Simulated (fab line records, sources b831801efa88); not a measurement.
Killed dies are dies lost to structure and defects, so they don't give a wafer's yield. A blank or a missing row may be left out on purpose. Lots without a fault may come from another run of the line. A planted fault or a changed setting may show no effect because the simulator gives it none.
One fault seen from 2 desks | flow sky130 | each desk has only its own numbers; what lay behind them comes last

THE METROLOGY DESK
What the gauges read, lot by lot, whatever tool the lot ran on: means of the sampled wafers that have a number. A lot is out of limits, marked OUT, if its mean lies more than 4 standard deviations from the usual mean; the brackets give that distance.
Columns: A = CAP2M_TIN_THK at SKY_CAP2M_THK_MEAS_04, usual 199.6 nm
lot  | first seen here | A
L578 | day 39 22:01    | 197.6
L579 | day 40 00:01    | 202.1
L580 | day 40 09:16    | 197.3
L582 | day 41 04:17    | 200.4
L583 | day 41 07:34    | 200.5
L584 | day 41 23:01    | 201.2
L585 | day 42 08:24    | 199.7
L590 | day 43 17:43    | 204.6
L594 | day 45 00:21    | 199.6
L596 | day 45 06:25    | 200.5
L599 | day 45 14:16    | 202.1
L600 | day 46 04:12    | 200.5
L601 | day 46 07:10    | 199.0
This desk's finding: nothing out of limits on any of the 13 lots.

THE TOOL OWNER'S DESK: pvd_sputter-02
The tool's own readings at SKY_METAL4_SPUTTER_02 (material AlCu, target thk 735 nm, time 39.1 s): means of the sampled wafers that have a number, for each lot that ran on this tool. A lot is out of limits, marked OUT, if its mean lies more than 4 standard deviations from the usual mean; the brackets give that distance.
Columns: A = throttle_valve_pct at SKY_METAL4_SPUTTER_02, usual 30.8 %
lot  | first seen here | A
L579 | day 39 23:36    | 29.7
L580 | day 40 08:51    | 30.1
L590 | day 43 17:18    | 30.5
L594 | day 44 23:55    | 29.3
This desk's finding: nothing out of limits on any of the 4 lots.

PUT TOGETHER
The metrology desk saw nothing out of limits.
The tool owner's desk saw nothing out of limits.

WHAT THE SIMULATOR HAD PUT IN
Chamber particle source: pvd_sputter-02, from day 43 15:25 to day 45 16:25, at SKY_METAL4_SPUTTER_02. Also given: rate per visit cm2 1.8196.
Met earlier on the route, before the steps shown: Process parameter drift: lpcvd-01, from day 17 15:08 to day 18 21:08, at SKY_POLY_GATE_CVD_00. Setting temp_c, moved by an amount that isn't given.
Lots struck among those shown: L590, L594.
